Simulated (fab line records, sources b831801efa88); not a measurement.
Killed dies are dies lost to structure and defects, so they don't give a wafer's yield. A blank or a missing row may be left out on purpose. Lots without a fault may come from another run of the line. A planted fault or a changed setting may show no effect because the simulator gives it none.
Chamber matching | flow gf180mcu | GF_PASSIVATION_CVD_00 on pecvd-01: 3 sister chambers
The step deposits SiO2 from TEOS, target thk 1000 nm, time 111.95 s. 3 wafers are shown with their chamber, then 7 later ones without.

WAFERS WITH THEIR CHAMBER
wafer  | chamber | heater_power_w (W)
L122.5 | 1       | 600
L126.1 | 2       | 676
L126.2 | 0       | 878

WAFERS WITHOUT THEIR CHAMBER
wafer  | heater_power_w (W)
L126.4 | 544
L129.1 | 703
L129.2 | 896
L129.6 | 554
L139.2 | 685
L139.3 | 806
L139.6 | 495

WHICH CHAMBER EACH WENT THROUGH
wafer  | from the rows above     | in truth
L126.4 | can't be placed: 1 or 2 | 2
L129.1 | can't be placed: 2 or 1 | 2
L129.2 | 0                       | 0
L129.6 | can't be placed: 1 or 2 | 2
L139.2 | can't be placed: 2 or 1 | 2
L139.3 | can't be placed: 0 or 2 | 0
L139.6 | can't be placed: 1 or 2 | 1
Placed correctly: 1 of 7. Can't be placed from these rows: 6 (the true chamber is among the candidates in 6). Placed wrongly: 0.
How it was worked out, from the rows above alone: a wafer's distance from a chamber is the root of the sum, over the readings, of the square of ((its reading less the chamber's mean) divided by the reading's scatter). The wafer belongs to the nearest chamber; if the next one is less than 2 further off, it can't be placed. A chamber's mean is the mean of its shown wafers. The scatter: with one shown wafer a chamber, the root of the mean of the squares of how far each hidden wafer lies from its nearest shown one.
